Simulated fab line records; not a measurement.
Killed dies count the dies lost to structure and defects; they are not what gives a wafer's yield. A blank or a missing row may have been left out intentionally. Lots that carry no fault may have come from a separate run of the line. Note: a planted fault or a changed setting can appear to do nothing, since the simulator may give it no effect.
2 desks, one fault || flow sky130 || every desk sees just its own numbers, and what lay behind them comes last

== AT THE METROLOGY DESK ==
Means of the sampled wafers that have a number, per lot and without regard to the tool the lot ran on: this is what the gauges read. The brackets show how far a lot's mean lies from the usual mean; more than 4 standard deviations puts the lot out of limits, marked OUT.
Columns: A = cd-nm at SKY_VIA2_CD_MEAS_12, usual 200.0 nm
{"lot": "L463", "first seen here": "day 36 09:40", "A": 198.9}
{"lot": "L464", "first seen here": "day 36 16:35", "A": 199.4}
{"lot": "L466", "first seen here": "day 37 11:03", "A": 200.8}
{"lot": "L476", "first seen here": "day 40 14:17", "A": 197.3}
{"lot": "L478", "first seen here": "day 40 21:11", "A": 199.4}
{"lot": "L479", "first seen here": "day 41 12:46", "A": 201.0}
{"lot": "L480", "first seen here": "day 41 13:31", "A": 201.3}
{"lot": "L481", "first seen here": "day 42 05:56", "A": 199.3}
{"lot": "L482", "first seen here": "day 42 09:31", "A": 199.8}
{"lot": "L483", "first seen here": "day 42 12:35", "A": 201.8}
{"lot": "L484", "first seen here": "day 43 06:05", "A": 201.4}
{"lot": "L485", "first seen here": "day 43 12:24", "A": 201.9}
This desk's finding: nothing out of limits on any of the 12 lots.

== FOR THE TOOL OWNER'S DESK: litho-track-03 ==
The tool's own readings at SKY_VIA2_DEVELOP_11 (develop time 60 s): means of the sampled wafers that have a number, for each lot that ran on this tool. The brackets show how far a lot's mean lies from the usual mean; more than 4 standard deviations puts the lot out of limits, marked OUT.
Columns: A = chill-plate-temp-C at SKY_VIA2_DEVELOP_11, usual 22.99 C; B = developer-temp-C at SKY_VIA2_DEVELOP_11, usual 21.00 C; C = resist-line-temp-C at SKY_VIA2_DEVELOP_11, usual 23.03 C
{"lot": "L478", "first seen here": "day 40 21:00", "A": 22.97, "B": 20.96, "C": 22.96}
{"lot": "L479", "first seen here": "day 41 12:00", "A": 23.06, "B": 21.12, "C": 22.99}
{"lot": "L481", "first seen here": "day 42 05:00", "A": 22.92, "B": 21.09, "C": 22.97}
{"lot": "L483", "first seen here": "day 42 12:00", "A": 22.94, "B": 20.93, "C": 23.09}
{"lot": "L485", "first seen here": "day 43 12:00", "A": 23.10, "B": 21.03, "C": 23.14}
This desk's finding: nothing out of limits on any of the 5 lots.

== ALL TOGETHER ==
Metrology desk: nothing out of limits seen.
Nothing out of limits was seen by the tool owner's desk.

== WHAT THE SIMULATOR PUT IN ==
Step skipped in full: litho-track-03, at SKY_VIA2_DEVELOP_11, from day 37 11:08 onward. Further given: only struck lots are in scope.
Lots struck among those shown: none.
